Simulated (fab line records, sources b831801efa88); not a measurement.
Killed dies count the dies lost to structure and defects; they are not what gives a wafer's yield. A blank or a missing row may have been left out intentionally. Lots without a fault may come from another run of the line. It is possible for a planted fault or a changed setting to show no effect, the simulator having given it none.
Matching of chambers || flow sfq-line || 4 sister chambers for SFQ_TRILAYER_I4_VIA_ETCH_VIA_ETCH_106 on rie-diel-02
The step etches SiO2 in CHF3, stops on Nb, target depth 260 nm. 4 wafers are shown with their chamber, then 7 later ones without.

WAFERS PAIRED WITH THEIR CHAMBERS
{"wafer": "L561.3", "chamber": 0, "drypump-motor-current-A (A)": 6.0}
{"wafer": "L561.4", "chamber": 3, "drypump-motor-current-A (A)": 5.9}
{"wafer": "L566.1", "chamber": 2, "drypump-motor-current-A (A)": 5.6}
{"wafer": "L566.2", "chamber": 1, "drypump-motor-current-A (A)": 5.7}

WAFERS WITHOUT THEIR CHAMBER
{"wafer": "L566.6", "drypump-motor-current-A (A)": 5.7}
{"wafer": "L571.4", "drypump-motor-current-A (A)": 6.1}
{"wafer": "L571.5", "drypump-motor-current-A (A)": 5.6}
{"wafer": "L571.6", "drypump-motor-current-A (A)": 5.7}
{"wafer": "L573.2", "drypump-motor-current-A (A)": 6.1}
{"wafer": "L573.3", "drypump-motor-current-A (A)": 5.6}
{"wafer": "L573.6", "drypump-motor-current-A (A)": 6.1}

THE CHAMBER EACH PASSED THROUGH
{"wafer": "L566.6", "from the rows above": "can't be placed: 1 or 2", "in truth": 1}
{"wafer": "L571.4", "from the rows above": "can't be placed: 0 or 3", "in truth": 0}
{"wafer": "L571.5", "from the rows above": "can't be placed: 2 or 1", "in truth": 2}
{"wafer": "L571.6", "from the rows above": "can't be placed: 1 or 2", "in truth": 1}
{"wafer": "L573.2", "from the rows above": "can't be placed: 0 or 3", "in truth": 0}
{"wafer": "L573.3", "from the rows above": "can't be placed: 2 or 1", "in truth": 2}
{"wafer": "L573.6", "from the rows above": "can't be placed: 0 or 3", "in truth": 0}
0 of 7 placed correctly. Cannot be placed on the basis of these rows: 7; the candidates contain the true chamber in 7. Number placed wrongly: 0.
How it was worked out, from the rows above alone: a wafer's distance from a chamber is the root of the sum, over the readings, of the square of ((its reading less the chamber's mean) divided by the reading's scatter). The wafer belongs to the nearest chamber; if the next one is less than 2 further off, it can't be placed. The mean given for a chamber averages the wafers shown for that chamber. The scatter (one wafer shown for each chamber): square how far every hidden wafer sits from the nearest shown wafer, average those squares and take the square root.
